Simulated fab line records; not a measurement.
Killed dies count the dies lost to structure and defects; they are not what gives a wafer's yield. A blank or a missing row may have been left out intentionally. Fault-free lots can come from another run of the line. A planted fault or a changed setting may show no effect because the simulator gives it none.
Which tool was responsible?    flow sky130    Sampling: 12 lots, 36 wafers, 3 of 708 route steps

== WHAT THE GAUGES SHOWED, per wafer ==
SKY_PASSIVATION_THK_MEAS_03. Usual: PASSIVATION_CVD_02_THK 539 nm, standard deviation 6.4.
lot   measured      on            PASSIVATION_CVD_02_THK (nm)  flag
L796  day 43 17:51  filmMetro-01  543 553 545                  
L797  day 44 01:41  filmMetro-04  534 544 539                  
L798  day 44 10:35  filmMetro-01  534 527 533                  
L799  day 45 07:03  filmMetro-04  537 548 546                  
L800  day 45 14:17  filmMetro-01  539 547 549                  
L804  day 46 18:26  filmMetro-04  541 547 548                  
L809  day 47 06:01  filmMetro-01  536 546 546                  
L811  day 47 16:56  filmMetro-02  529 532 535                  
L814  day 48 14:40  filmMetro-04  530 547 550                  
L815  day 48 16:12  filmMetro-04  538 538 543                  
L816  day 48 23:58  filmMetro-02  541 533 534                  
L817  day 49 00:44  filmMetro-04  537 531 547                  

== WHAT TOOL EACH LOT RAN ON (gives the tool, then ch and the chambers of the sampled wafers, and finally the start) ==
lot   SKY_METAL4_SPUTTER_04        SKY_CAP2M_CVD_00
L796  pvdSputter-02, day 39 12:48  pecvd-04 ch 0,1, day 39 12:51
L797  pvdSputter-03, day 39 22:50  pecvd-02 ch 0,1,2, day 39 22:53
L798  pvdSputter-04, day 40 07:55  pecvd-02 ch 1,2, day 40 07:58
L799  pvdSputter-02, day 41 11:47  pecvd-01 ch 0,1,2, day 41 11:51
L800  pvdSputter-03, day 41 15:14  pecvd-02 ch 1,2, day 41 15:17
L804  pvdSputter-04, day 42 21:14  pecvd-04 ch 1,2, day 42 21:17
L809  pvdSputter-04, day 43 15:34  pecvd-04 ch 0,1, day 43 15:37
L811  pvdSputter-02, day 44 01:17  pecvd-04 ch 0,1,2, day 44 01:20
L814  pvdSputter-04, day 45 01:08  pecvd-01 ch 0,1, day 45 01:11
L815  pvdSputter-02, day 45 04:13  pecvd-04 ch 0,1, day 45 04:16
L816  pvdSputter-04, day 45 13:53  pecvd-01 ch 1,2, day 45 13:56
L817  pvdSputter-04, day 45 15:00  pecvd-01 ch 0,1, day 45 15:03
- SKY_METAL4_SPUTTER_04: material TiN, target thk 70 nm, time 58.3 s.
- SKY_CAP2M_CVD_00: deposits SiO2, target thk 15.5 nm.

== AS READ BY THE TOOLS THEMSELVES (means over the sampled wafers that have a number; for cases with no such wafer, the mark the record gives instead) ==
SKY_METAL4_SPUTTER_04. Usual: throttleValvePct reads 30.2 % (standard deviation 1.1).
lot   tool           throttleValvePct (%)  flag
L796  pvdSputter-02  30.4                  
L797  pvdSputter-03  30.9                  
L798  pvdSputter-04  29.4                  
L799  pvdSputter-02  30.2                  
L800  pvdSputter-03  31.3                  
L804  pvdSputter-04  30.3                  
L809  pvdSputter-04  30.9                  
L811  pvdSputter-02  30.2                  
L814  pvdSputter-04  30.9                  
L815  pvdSputter-02  30.7                  
L816  pvdSputter-04  30.1                  
L817  pvdSputter-04  30.4                  

SKY_CAP2M_CVD_00. Usual: heaterPowerOuterW 421 W, standard deviation 70; heaterPowerW 716 W, standard deviation 94.
lot   tool      heaterPowerOuterW (W)  heaterPowerW (W)  flag
L796  pecvd-04  378                    641               
L797  pecvd-02  378                    658               
L798  pecvd-02  416                    723               
L799  pecvd-01  428                    757               
L800  pecvd-02  394                    705               
L804  pecvd-04  426                    712               
L809  pecvd-04  396                    672               
L811  pecvd-04  406                    695               
L814  pecvd-01  485                    813               
L815  pecvd-04  427                    707               
L816  pecvd-01  372                    695               
L817  pecvd-01  429                    755               

== THE ANSWER, worked out from the rows above alone ==
Rule: lot off if the mean of its wafers having a number is beyond 3 standard deviations from the usual mean. Also off: a lot with no number at a reading for which 4 or more lots have one. All remaining lots with rows at the step are treated as sound. After the gauges, taken in route order, come the tools' own readings; for these a lot's mean is taken, as printed above. The first step at which some lot is off is used, and at that step the reading that is off furthest; a lot without a number counts as furthest.
No lot is off on any of the readings shown, so nothing can be concluded from this.

== WHAT THE SIMULATOR PUT IN ==
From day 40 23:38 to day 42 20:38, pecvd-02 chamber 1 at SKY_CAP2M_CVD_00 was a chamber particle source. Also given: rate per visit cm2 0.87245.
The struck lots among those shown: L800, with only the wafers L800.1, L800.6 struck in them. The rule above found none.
